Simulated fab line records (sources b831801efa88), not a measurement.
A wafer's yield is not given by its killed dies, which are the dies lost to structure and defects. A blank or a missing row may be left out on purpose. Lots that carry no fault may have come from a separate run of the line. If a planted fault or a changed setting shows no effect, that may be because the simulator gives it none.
2 desks looking at one fault	flow gf180mcu	each desk holds nothing but its own numbers, with what lay behind them at the end

FROM THE METROLOGY DESK
Means of the sampled wafers that have a number, per lot and without regard to the tool the lot ran on: this is what the gauges read. Any lot whose mean is over 4 standard deviations away from the usual mean is out of limits and marked OUT; that distance is given in the brackets.
Columns: A = POLY_GATE_OVL at GF_POLY_GATE_OVL_MEAS_11, usual -4 nm; B = NSD_RS at GF_PSD_RS_MEAS_14, usual 46.15 ohm/sq; C = PSD_RS at GF_PSD_RS_MEAS_15, usual 108.6 ohm/sq
lot	first seen here	A	B	C
L538	day 9 12:02	-1	46.11	108.6
L539	day 10 01:22	-13	46.20	108.6
L541	day 10 03:05	-5	46.09	108.6
L542	day 10 12:35	1	46.27	108.6
L543	day 11 06:23	-1	46.64 (+4.5) OUT	110.1 (+4.4) OUT
L552	day 13 12:40	-6	46.17	108.9
L553	day 13 21:04	1	46.29	108.7
L554	day 14 05:43	-4	46.21	108.8
L556	day 14 15:18	-4	46.00	108.4
L557	day 15 05:45	-3	46.05	108.6
L558	day 15 10:25	-4	46.29	108.7
L560	day 16 02:57	-5	46.15	108.9
Finding of this desk: L543 out of limits, first seen on L543 at day 16 16:08 (NSD_RS at GF_PSD_RS_MEAS_14). L538, L539, L541, L542, L552, L553, L554, L556, L557, L558, L560: within limits.

TOOL OWNER'S DESK, rtpAnneal-02
Per lot that ran on this tool, the mean of the sampled wafers carrying a number, from the tool's own readings at GF_PSD_RTA_13 (time 20 s). Any lot whose mean is over 4 standard deviations away from the usual mean is out of limits and marked OUT; that distance is given in the brackets.
Columns: A = lampPowerPct at GF_PSD_RTA_13, usual 40 %; B = runLengthS at GF_PSD_RTA_13, usual 49.02 s; C = wafer_temp_C_max at GF_PSD_RTA_13, usual 1029.6
lot	first seen here	A	B	C
L539	day 15 04:40	43	49.15	1029.9
L541	day 15 07:56	43	49.11	1031.2
L542	day 15 17:25	43	48.35	1030.0
L543	day 16 16:03	43	47.94 (-4.7) OUT	1029.6
L553	day 19 21:37	43	49.28	1030.2
L554	day 20 06:24	43	49.08	1030.4
L556	day 20 17:44	43	49.17	1029.7
L557	day 21 10:58	43	49.26	1029.8
Finding of this desk: L543 out of limits; the first was L543 at day 16 16:03, on runLengthS at GF_PSD_RTA_13. L539, L541, L542, L553, L554, L556, L557: within limits.

BROUGHT TOGETHER
At day 16 16:03, on L543, the tool owner's desk was in a position to raise an alarm.
The metrology desk could have raised an alarm at day 16 16:08, on L543.
Every lot named ran GF_PSD_RTA_13 on rtpAnneal-02.

WHAT THE SIMULATOR PUT IN
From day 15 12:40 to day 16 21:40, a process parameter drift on rtpAnneal-02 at GF_PSD_RTA_13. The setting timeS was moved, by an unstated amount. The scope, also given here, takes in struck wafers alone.
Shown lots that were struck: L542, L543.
Delay (hours) between the fault's onset and each desk's first out-of-limits reading: 27 at the tool owner's desk, 27 at the metrology desk.
